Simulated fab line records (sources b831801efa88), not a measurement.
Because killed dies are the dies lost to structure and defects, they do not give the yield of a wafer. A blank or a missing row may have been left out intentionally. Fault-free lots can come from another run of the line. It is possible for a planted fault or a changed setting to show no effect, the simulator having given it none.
Which tool was responsible? | flow gf180mcu | 12 lots (36 wafers sampled), 1 step of a 602-step route

== WHAT THE GAUGES SHOWED, per wafer ==
GF_CONTACT_OVL_MEAS_15.
lot  | measured     | on         | CONTACT_OVL (nm)
L075 | day 15 17:29 | overlay-02 | 0 1 -1
L076 | day 16 21:11 | overlay-02 | -1 -3 1
L079 | day 17 14:09 | overlay-02 | -2 3 1
L081 | day 18 15:54 | overlay-02 | -15 -14 -23
L083 | day 18 20:11 | overlay-02 | -10 -8 -13
L085 | day 19 07:37 | overlay-02 | -3 -5 -6
L087 | day 20 13:23 | overlay-01 | 1 -4 -2
L089 | day 21 02:17 | overlay-02 | -8 -10 -7
L091 | day 21 21:38 | overlay-01 | -7 -1 -11
L093 | day 22 12:22 | overlay-01 | -8 -8 -1
L094 | day 23 02:10 | overlay-02 | -14 -11 -7
L097 | day 23 21:11 | overlay-02 | -10 -12 -9

== EACH LOT AND THE TOOL THAT RAN IT (in order: tool; ch and the chambers of the sampled wafers; start) ==
No process step before these readings appears in the record.

== THE ANSWER, worked out from the rows above alone ==
Rule: what is usual is taken from the lots themselves. Put in order of their means at a reading, lots are off if they are a third of the lots or fewer, leave a main group of 4 or more, and stand apart from it by a gap of 3 or more times the standard deviation of the main group's means; of several such gaps the widest counts. A main group whose means are all the same, to the digits that the tables above print for the reading, isn't used. Also off: a lot with no number at a reading for which 4 or more lots have one. The other lots that the step has rows for count as sound.
No lot is off on any of the readings shown, so nothing can be concluded from this.

== WHAT THE SIMULATOR HAD INSERTED ==
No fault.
